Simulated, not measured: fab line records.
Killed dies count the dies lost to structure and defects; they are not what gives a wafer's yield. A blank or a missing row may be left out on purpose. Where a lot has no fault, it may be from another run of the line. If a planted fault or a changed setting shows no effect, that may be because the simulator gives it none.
Struck lot and sound lot, side by side    flow sky130    15 steps out of a route of 708
Sound: wafers L475.2, L475.3, L475.5. Wafers L477.1, L477.3, L477.6 were the ones struck. At the end, the cause is stated.
Each step with rows lists, per side, the tool, then ch with its chambers, then its first start. Under that, the readings that differ: sound wafers    struck wafers    difference of the means    sigmas: that difference in standard deviations of wafers without a fault.
alike: readings with means less than 2 such deviations apart, plus words and numbers identical on both sides. not compared: withheld readings, readings lacking a value on some wafer, bounds such as >300 that could conceal the same value, and numbers that have no deviation in the record and whose values overlap.
Wherever a step has rows on one side only, a row that says differs or no value, or a row with sigmas, the two part there. When numbers do not overlap yet have no deviation, they are printed without sigmas and do not part them. Lack of a reading on every wafer of one side parts them only where that side has two or more wafers.

SKY_LDD_HVP_OVL_MEAS_07:
  struck on overlay-02, day 24 09:11; sound on overlay-01, day 23 12:44
  alike: LDD_HVP_OVL
next, for these wafers, 1 step has no rows: SKY_LDD_HVP_IMPLANT_08.
SKY_LDD_HVP_STRIP_09: strips in O2/N2.
  sound on plasma-asher-01 ch 1, day 23 12:55; struck on plasma-asher-02 ch 0,1, day 24 09:22
  alike: drypump-motor-current-A, oes-product-au, strip-time-to-endpoint-s
  not compared: rf-hours-counter-h
SKY_LDD_HVP_TW_MEAS_10:
  struck on film-metro-04, day 24 09:28; sound on film-metro-03, day 23 13:01
  alike: LDD_HVP_TW
then, 7 steps without rows for these wafers: SKY_LDD_LDN_DEHYDRATE_00 (time 60 s); SKY_LDD_LDN_HMDS_01 (prime time 60 s); SKY_LDD_LDN_COAT_02 (resist thk 1140 nm); SKY_LDD_LDN_SOFTBAKE_03 (time 60 s); SKY_LDD_LDN_EXPOSE_04 (exposes mask LDNTM, target cd 700 nm); SKY_LDD_LDN_PEB_05; SKY_LDD_LDN_DEVELOP_06 (develop time 60 s).
SKY_LDD_LDN_OVL_MEAS_07:
  struck on overlay-01, day 25 15:40; sound on overlay-02, day 24 19:02
  alike: LDD_LDN_OVL
SKY_LDD_LDN_IMPLANT_08:
  sound on implanter-01 ch 0, day 24 19:05; struck on implanter-01 ch 0, day 25 15:43
reading             sound                             struck                            difference   sigmas
dose-ions-cm2       1.2492e+13 1.2504e+13 1.2491e+13  1.0001e+13 1.0025e+13 1.0018e+13  -2.4810e+12  -99 or more
faraday-current-uA  70.3 70.5 71.1                    56.8 55.7 55.9                    -14.5        -11
next, for these wafers, 1 step has no rows: SKY_LDD_LDN_IMPLANT_09.
-- here the record skips 22 days between the struck wafers' starts before and after, leaving off in module LDD_LDN and picking up in module PAD_OPEN (first step shown: number 708 of the route) --
SKY_PAD_OPEN_PROBE_99:
  struck on prober-01, day 47 17:52; sound on prober-01, day 47 01:40
  alike: killed_at_M0_to_M3, killed_at_M4_up, killed-at-contacts, killed-at-front-end, killed-at-other, killed-dies, killed-open, killed-short

WHERE THEY PART
Only at SKY_LDD_LDN_IMPLANT_08, as far as this record shows. Later steps at which nothing parts them and some readings are alike: SKY_PAD_OPEN_PROBE_99.

WHY: the cause the simulator had injected
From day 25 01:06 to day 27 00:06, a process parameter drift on implanter-01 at SKY_LDD_LDN_IMPLANT_08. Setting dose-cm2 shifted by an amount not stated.
